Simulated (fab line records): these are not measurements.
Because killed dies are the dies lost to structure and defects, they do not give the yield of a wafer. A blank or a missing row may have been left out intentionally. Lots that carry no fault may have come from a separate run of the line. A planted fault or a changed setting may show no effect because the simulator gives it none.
Which tool was responsible? -- flow sky130 -- Sampling: 14 lots, 42 wafers, 5 of 708 route steps

WHAT THE GAUGES READ, wafer by wafer
SKY_VIA3_BOW_MEAS_03. Usual: VIA3_BOW typically reads 80 um, with standard deviation 7.9.
lot,measured,on,VIA3_BOW (um),flag
L564,day 39 10:44,film metro-03,75 78 93,
L567,day 40 11:20,film metro-03,97 87 79,
L568,day 40 21:38,film metro-03,74 72 85,
L570,day 41 13:10,film metro-02,79 83 94,
L571,day 42 08:05,film metro-03,91 78 68,
L573,day 42 14:52,film metro-02,86 72 76,
L575,day 42 19:54,film metro-04,75 87 73,
L577,day 43 08:59,film metro-04,149 150 149,OFF
L578,day 43 20:45,film metro-03,131 136 143,OFF
L582,day 44 13:31,film metro-03,77 79 80,
L584,day 45 04:47,film metro-02,85 79 80,
L583,day 45 10:02,film metro-04,73 81 93,
L585,day 45 12:08,film metro-02,92 83 84,
L586,day 45 13:28,film metro-03,69 85 76,

SKY_VIA3_CD_MEAS_12: target cd 200 nm. Usual: cd nm at 200.5 nm, with a standard deviation of 1.6.
lot,measured,on,cd nm (nm),flag
L564,day 40 11:16,cd sem-01,202.6 200.2 202.4,
L567,day 41 11:56,cd sem-02,200.0 199.6 200.4,
L568,day 41 21:31,cd sem-02,200.9 200.6 201.3,
L570,day 42 13:04,cd sem-01,196.3 197.3 198.2,
L571,day 43 08:22,cd sem-02,200.4 200.6 199.0,
L573,day 43 14:14,cd sem-02,204.4 204.1 204.3,
L575,day 43 19:40,cd sem-01,200.4 200.2 199.3,
L577,day 44 06:06,cd sem-02,200.1 199.8 199.4,
L578,day 44 18:46,cd sem-01,200.4 200.8 201.7,
L582,day 45 11:46,cd sem-01,201.4 201.3 201.7,
L584,day 46 02:43,cd sem-02,199.5 199.8 199.8,
L583,day 46 07:19,cd sem-01,199.5 200.8 200.1,
L585,day 46 09:47,cd sem-01,201.3 202.5 203.1,
L586,day 46 11:09,cd sem-01,200.3 201.9 201.7,

WHICH TOOL RAN EACH LOT (tool, then ch and the chambers of the sampled wafers, then the start)
lot,SKY_METAL3_SPUTTER_03,SKY_CAPM_STRIP_14,SKY_VIA3_CMP_02
L564,"pvd sputter-02, day 37 04:27","plasma asher-02 ch 0,1, day 38 06:49","cmp-02 ch 1,2, day 39 10:26"
L567,"pvd sputter-04, day 38 05:23","plasma asher-04 ch 0, day 39 07:20","cmp-01 ch 2,3, day 40 11:04"
L568,"pvd sputter-02, day 38 15:59","plasma asher-03 ch 0,1, day 39 18:02","cmp-02 ch 1,2,3, day 40 21:23"
L570,"pvd sputter-03, day 39 09:42","plasma asher-03 ch 0,1, day 40 10:26","cmp-02 ch 0,2,3, day 41 12:52"
L571,"pvd sputter-04, day 40 05:16","plasma asher-03 ch 0,1, day 41 05:50","cmp-01 ch 1,2,3, day 42 07:47"
L573,"pvd sputter-04, day 40 13:22","plasma asher-03 ch 1, day 41 13:09","cmp-02 ch 0,2, day 42 14:33"
L575,"pvd sputter-02, day 40 16:52","plasma asher-04 ch 0,1, day 41 17:58","cmp-02 ch 1,2, day 42 19:36"
L577,"pvd sputter-03, day 41 07:03","plasma asher-04 ch 0, day 42 07:08","cmp-02 ch 0,3, day 43 08:41"
L578,"pvd sputter-02, day 41 16:22","plasma asher-04 ch 0,1, day 42 16:14","cmp-01 ch 0,1,3, day 43 20:27"
L582,"pvd sputter-02, day 42 12:55","plasma asher-03 ch 0,1, day 43 12:40","cmp-01 ch 1,2, day 44 13:10"
L584,"pvd sputter-02, day 43 06:04","plasma asher-04 ch 0,1, day 44 04:23","cmp-01 ch 0,1,3, day 45 04:32"
L583,"pvd sputter-03, day 43 11:26","plasma asher-04 ch 0,1, day 44 10:01","cmp-02 ch 0,1,2, day 45 09:45"
L585,"pvd sputter-03, day 43 13:49","plasma asher-02 ch 0,1, day 44 12:33","cmp-01 ch 0,2,3, day 45 11:56"
L586,"pvd sputter-04, day 43 14:33","plasma asher-04 ch 0,1, day 44 13:17","cmp-01 ch 0,1, day 45 13:10"
- SKY_METAL3_SPUTTER_03: material Ti, target thk 5 nm, time 3.3 s.
- SKY_CAPM_STRIP_14: strips in O2/N2.
- SKY_VIA3_CMP_02: polishes SiO2.

AS READ BY THE TOOLS THEMSELVES (means over the sampled wafers that have a number; for cases with no such wafer, the mark the record gives instead)
SKY_METAL3_SPUTTER_03. Usual: throttle valve pct at 29.7 %, with a standard deviation of 1.2.
lot,tool,throttle valve pct (%),flag
L564,pvd sputter-02,29.9,
L567,pvd sputter-04,29.9,
L568,pvd sputter-02,30.1,
L570,pvd sputter-03,29.1,
L571,pvd sputter-04,30.0,
L573,pvd sputter-04,30.2,
L575,pvd sputter-02,28.8,
L577,pvd sputter-03,27.7,
L578,pvd sputter-02,29.9,
L582,pvd sputter-02,30.1,
L584,pvd sputter-02,29.4,
L583,pvd sputter-03,29.3,
L585,pvd sputter-03,30.0,
L586,pvd sputter-04,29.9,

SKY_CAPM_STRIP_14. Usual: drypump motor current A 5.7 A, standard deviation 0.52; n2 flow sccm 300.1 sccm, standard deviation 0.8; oes product au 0.711 a.u., standard deviation 0.0045; strip time to endpoint s 12.69 s, standard deviation 0.06.
lot,tool,drypump motor current A (A),n2 flow sccm (sccm),oes product au (a.u.),strip time to endpoint s (s),flag
L564,plasma asher-02,5.8,300.2,0.711,12.61,
L567,plasma asher-04,6.1,300.8,0.709,12.58,
L568,plasma asher-03,6.0,299.7,0.713,12.61,
L570,plasma asher-03,6.0,300.5,0.707,12.69,
L571,plasma asher-03,5.9,300.6,0.708,12.69,
L573,plasma asher-03,5.9,299.4,0.712,12.67,
L575,plasma asher-04,5.3,299.5,0.711,12.74,
L577,plasma asher-04,6.1,299.9,0.712,12.75,
L578,plasma asher-04,5.3,299.4,0.706,12.72,
L582,plasma asher-03,6.0,298.8,0.709,12.68,
L584,plasma asher-04,5.7,300.5,0.714,12.69,
L583,plasma asher-04,5.7,299.8,0.714,12.72,
L585,plasma asher-02,5.5,300.0,0.714,12.73,
L586,plasma asher-04,5.3,300.4,0.709,12.76,

SKY_VIA3_CMP_02. Usual: edge zone pressure frac 1.000, standard deviation 0.0046; head pressure psi 4.000 psi, standard deviation 0.0093; motor current A 11.9 A, standard deviation 1.1.
lot,tool,edge zone pressure frac,head pressure psi (psi),motor current A (A),flag
L564,cmp-02,1.000,3.998,11.7,
L567,cmp-01,0.995,3.994,12.5,
L568,cmp-02,1.000,4.001,12.1,
L570,cmp-02,1.002,3.992,11.2,
L571,cmp-01,1.003,4.007,12.0,
L573,cmp-02,1.005,4.002,10.8,
L575,cmp-02,1.004,3.990,12.3,
L577,cmp-02,-,-,-,OFF
L578,cmp-01,-,-,-,OFF
L582,cmp-01,0.999,3.994,11.7,
L584,cmp-01,0.996,4.003,12.3,
L583,cmp-02,0.995,4.006,11.4,
L585,cmp-01,1.001,4.002,12.8,
L586,cmp-01,0.997,4.004,12.0,

THE ANSWER, worked out from the rows above alone
Rule: take the mean of a lot's wafers that have a number; if it is more than 3 standard deviations from the usual mean, the lot is off. A lot without any number at a reading at which 4 lots or more have one is off too. Where the step has rows for the other lots, those lots are counted as sound. After the gauges, taken in route order, come the tools' own readings; for these a lot's mean is taken, as printed above. At the first step where some lot is off, the reading lying furthest off is the one used; lots without a number count as furthest.
Off: at SKY_VIA3_BOW_MEAS_03 (VIA3_BOW), L577, L578.
A tool fits if, at a process step before that reading, it ran every lot that is off, and no sound lot after the first of them. Not tried: the gauges at SKY_VIA3_BOW_MEAS_03; whatever is off there is also off at SKY_VIA3_CMP_02, on other tools, and gauge error can't account for it. Of those tried, none fits.

WHAT WAS PUT IN BY THE SIMULATOR
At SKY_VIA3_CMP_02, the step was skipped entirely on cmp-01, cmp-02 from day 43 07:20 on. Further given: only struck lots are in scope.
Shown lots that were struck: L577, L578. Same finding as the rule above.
